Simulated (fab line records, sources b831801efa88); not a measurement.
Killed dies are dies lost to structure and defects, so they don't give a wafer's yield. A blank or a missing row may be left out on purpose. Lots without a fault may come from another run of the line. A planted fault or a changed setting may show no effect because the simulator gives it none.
Which tool did it? | flow sky130 | 10 lots, 30 wafers sampled, at 3 steps of a route of 708

WHAT THE GAUGES READ, wafer by wafer
SKY_LDD_P_CD_MEAS_07: target cd 380 nm.
lot  | measured     | on        | cd_nm (nm)
L947 | day 19 07:28 | cd_sem-01 | 378.6 377.3 378.8
L948 | day 19 08:05 | cd_sem-02 | 376.9 375.0 375.0
L949 | day 20 01:05 | cd_sem-02 | 382.8 381.2 379.7
L950 | day 20 05:30 | cd_sem-01 | 380.0 380.2 380.8
L951 | day 20 11:41 | cd_sem-02 | 383.4 382.1 379.7
L952 | day 21 04:04 | cd_sem-01 | 378.2 379.5 377.1
L955 | day 22 04:20 | cd_sem-01 | 379.3 382.4 378.3
L956 | day 22 13:44 | cd_sem-01 | 382.8 382.6 385.4
L957 | day 22 20:43 | cd_sem-01 | 379.1 382.6 379.5
L958 | day 23 07:42 | cd_sem-02 | 377.1 376.7 376.9

SKY_LDD_LDN_TW_MEAS_13.
lot  | measured     | on            | LDD_LDN_TW
L947 | day 23 05:54 | film_metro-04 | 1497 1493 1498
L948 | day 23 06:57 | film_metro-03 | 1468 1471 1474
L949 | day 23 22:01 | film_metro-04 | 1496 1487 1486
L950 | day 24 02:52 | film_metro-03 | 1477 1482 1474
L951 | day 24 09:03 | film_metro-03 | 1477 1478 1471
L952 | day 25 00:33 | film_metro-03 | 1477 1479 1474
L955 | day 26 00:19 | film_metro-04 | 1417 1416 1414
L956 | day 26 08:37 | film_metro-03 | 1412 1411 1414
L957 | day 26 16:33 | film_metro-04 | 1426 1418 1413
L958 | day 27 03:40 | film_metro-03 | 1400 1413 1399

WHICH TOOL RAN EACH LOT (tool, then ch and the chambers of the sampled wafers, then the start)
lot  | SKY_LDD_LDN_IMPLANT_08
L947 | implanter-01 ch 0, day 23 05:12
L948 | implanter-04 ch 0, day 23 06:16
L949 | implanter-01 ch 0, day 23 21:19
L950 | implanter-03 ch 0, day 24 02:12
L951 | implanter-01 ch 0, day 24 08:22
L952 | implanter-01 ch 0, day 24 23:51
L955 | implanter-01 ch 0, day 25 23:37
L956 | implanter-01 ch 0, day 26 07:52
L957 | implanter-03 ch 0, day 26 15:51
L958 | implanter-04 ch 0, day 27 02:59
- SKY_LDD_LDN_IMPLANT_08

WHAT THE TOOLS THEMSELVES READ (means of the sampled wafers that have a number; where no wafer has one, the mark that the record gives instead)
The record holds no such reading with a usual standard deviation.

THE ANSWER, worked out from the rows above alone
Rule: what is usual is taken from the lots themselves. Put in order of their means at a reading, lots are off if they are a third of the lots or fewer, leave a main group of 4 or more, and stand apart from it by a gap of 3 or more times the standard deviation of the main group's means; of several such gaps the widest counts. A main group whose means are all the same, to the digits that the tables above print for the reading, isn't used. A lot without any number at a reading at which 4 lots or more have one is off too. The other lots that the step has rows for count as sound. The gauges are gone through in route order, then the tools' own readings, and for those a lot's mean is taken as printed above. The first step at which some lot is off is used, and at that step the reading that is off furthest; a lot without a number counts as furthest.
No lot is off at any reading shown: from this, nothing can be told.

WHAT THE SIMULATOR HAD PUT IN
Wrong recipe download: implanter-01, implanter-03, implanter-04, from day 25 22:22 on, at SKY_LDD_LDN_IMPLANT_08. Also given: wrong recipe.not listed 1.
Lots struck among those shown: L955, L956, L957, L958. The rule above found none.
